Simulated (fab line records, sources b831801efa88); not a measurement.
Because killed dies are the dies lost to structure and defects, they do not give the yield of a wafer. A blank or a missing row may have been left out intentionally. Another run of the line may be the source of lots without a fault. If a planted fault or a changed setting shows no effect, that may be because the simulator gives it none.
Chamber matching	flow sky130	pecvd-01 running SKY_CAPM_CVD_00: 3 sister chambers
The step deposits SiO2, target thk 15.5 nm. 6 wafers are shown with their chamber, then 7 later ones without.

WAFERS, EACH WITH ITS CHAMBER
wafer	chamber	heater_power_w (W)
L075.6	1	695
L082.1	0	849
L082.2	1	744
L082.4	2	868
L086.4	2	833
L086.5	0	796

WAFERS WITHOUT THEIR CHAMBER
wafer	heater_power_w (W)
L086.6	751
L090.1	756
L090.3	897
L090.5	802
L094.1	740
L094.2	899
L094.4	740

CHAMBER TAKEN BY EACH
wafer	from the rows above	in truth
L086.6	can't be placed: 1 or 0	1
L090.1	can't be placed: 1 or 0 or 2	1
L090.3	can't be placed: 2 or 0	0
L090.5	can't be placed: 0 or 2 or 1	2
L094.1	can't be placed: 1 or 0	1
L094.2	can't be placed: 2 or 0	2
L094.4	can't be placed: 1 or 0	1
Correct placement for 0 of the 7. From these rows, 7 cannot be placed; in 7 the true chamber is one of the candidates. 0 placed wrongly.
How it was worked out, from the rows above alone: a wafer's distance from a chamber is the root of the sum, over the readings, of the square of ((its reading less the chamber's mean) divided by the reading's scatter). If the next closest chamber is less than 2 further off than the closest, the wafer can't be placed; otherwise it belongs to the closest. For every chamber, the mean is computed from those of its wafers that are shown. The scatter: the root of (the sum of the squares of (reading less its chamber's mean) over the shown wafers, divided by (wafers less chambers)).
